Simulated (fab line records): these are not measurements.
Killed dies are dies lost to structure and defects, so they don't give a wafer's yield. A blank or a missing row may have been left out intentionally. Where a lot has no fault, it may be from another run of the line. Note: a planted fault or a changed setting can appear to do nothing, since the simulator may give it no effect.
What tool caused it? || flow sky130 || 13 lots, 39 wafers sampled, at 2 steps of a route of 708

== WHAT THE GAUGES SHOWED, per wafer ==
SKY_METAL3_OVL_MEAS_14.
{"lot": "L254", "measured": "day 39 04:12", "on": "overlay-02", "METAL3_OVL (nm)": "-5 -8 -1"}
{"lot": "L255", "measured": "day 39 19:45", "on": "overlay-02", "METAL3_OVL (nm)": "1 -1 2"}
{"lot": "L256", "measured": "day 40 02:52", "on": "overlay-02", "METAL3_OVL (nm)": "18 5 10"}
{"lot": "L258", "measured": "day 40 09:51", "on": "overlay-02", "METAL3_OVL (nm)": "-1 3 -3"}
{"lot": "L259", "measured": "day 40 19:06", "on": "overlay-01", "METAL3_OVL (nm)": "3 6 4"}
{"lot": "L262", "measured": "day 41 16:45", "on": "overlay-02", "METAL3_OVL (nm)": "7 2 1"}
{"lot": "L261", "measured": "day 41 21:07", "on": "overlay-02", "METAL3_OVL (nm)": "2 1 6"}
{"lot": "L263", "measured": "day 42 03:23", "on": "overlay-01", "METAL3_OVL (nm)": "-5 3 -1"}
{"lot": "L264", "measured": "day 42 06:02", "on": "overlay-02", "METAL3_OVL (nm)": "-1 11 1"}
{"lot": "L265", "measured": "day 43 00:05", "on": "overlay-01", "METAL3_OVL (nm)": "3 -6 1"}
{"lot": "L266", "measured": "day 43 01:47", "on": "overlay-01", "METAL3_OVL (nm)": "7 -3 7"}
{"lot": "L267", "measured": "day 43 02:57", "on": "overlay-02", "METAL3_OVL (nm)": "1 -2 0"}
{"lot": "L268", "measured": "day 43 05:55", "on": "overlay-01", "METAL3_OVL (nm)": "11 10 10"}

SKY_VIA3_OVL_MEAS_13.
{"lot": "L254", "measured": "day 40 06:53", "on": "overlay-01", "VIA3_OVL (nm)": "0 -4 1"}
{"lot": "L255", "measured": "day 40 22:29", "on": "overlay-02", "VIA3_OVL (nm)": "4 6 8"}
{"lot": "L256", "measured": "day 41 04:53", "on": "overlay-01", "VIA3_OVL (nm)": "3 2 5"}
{"lot": "L258", "measured": "day 41 11:24", "on": "overlay-01", "VIA3_OVL (nm)": "-9 -2 -1"}
{"lot": "L259", "measured": "day 41 21:49", "on": "overlay-01", "VIA3_OVL (nm)": "4 7 2"}
{"lot": "L262", "measured": "day 42 18:05", "on": "overlay-01", "VIA3_OVL (nm)": "6 14 13"}
{"lot": "L261", "measured": "day 42 21:38", "on": "overlay-02", "VIA3_OVL (nm)": "1 12 2"}
{"lot": "L263", "measured": "day 43 04:59", "on": "overlay-01", "VIA3_OVL (nm)": "7 7 7"}
{"lot": "L264", "measured": "day 43 06:20", "on": "overlay-01", "VIA3_OVL (nm)": "12 -1 7"}
{"lot": "L265", "measured": "day 44 01:08", "on": "overlay-01", "VIA3_OVL (nm)": "-4 2 -4"}
{"lot": "L266", "measured": "day 44 02:52", "on": "overlay-01", "VIA3_OVL (nm)": "-8 -3 -3"}
{"lot": "L267", "measured": "day 44 03:53", "on": "overlay-02", "VIA3_OVL (nm)": "14 5 15"}
{"lot": "L268", "measured": "day 44 06:38", "on": "overlay-01", "VIA3_OVL (nm)": "12 8 3"}

== EACH LOT AND THE TOOL THAT RAN IT (in order: tool; ch and the chambers of the sampled wafers; start) ==
No process step before these readings appears in the record.

== WHAT THE TOOLS THEMSELVES READ (means of the sampled wafers that have a number; where no wafer has one, the mark that the record gives instead) ==
The record holds no such reading with a usual standard deviation.

== THE ANSWER, worked out from the rows above alone ==
Rule: the usual values come from the lots themselves. Put in order of their means at a reading, lots are off if they are a third of the lots or fewer, leave a main group of 4 or more, and stand apart from it by a gap of 3 or more times the standard deviation of the main group's means; of several such gaps the widest counts. A main group whose means are all the same, to the digits that the tables above print for the reading, isn't used. Also off: a lot with no number at a reading for which 4 or more lots have one. The other lots that the step has rows for count as sound. First the gauges in route order, then the tools' own readings, where a lot's mean is used as printed above. The first step at which some lot is off is used, and at that step the reading that is off furthest; a lot without a number counts as furthest.
Across all readings shown, no lot is off: no conclusion can be drawn from this.

== WHAT THE SIMULATOR PUT IN ==
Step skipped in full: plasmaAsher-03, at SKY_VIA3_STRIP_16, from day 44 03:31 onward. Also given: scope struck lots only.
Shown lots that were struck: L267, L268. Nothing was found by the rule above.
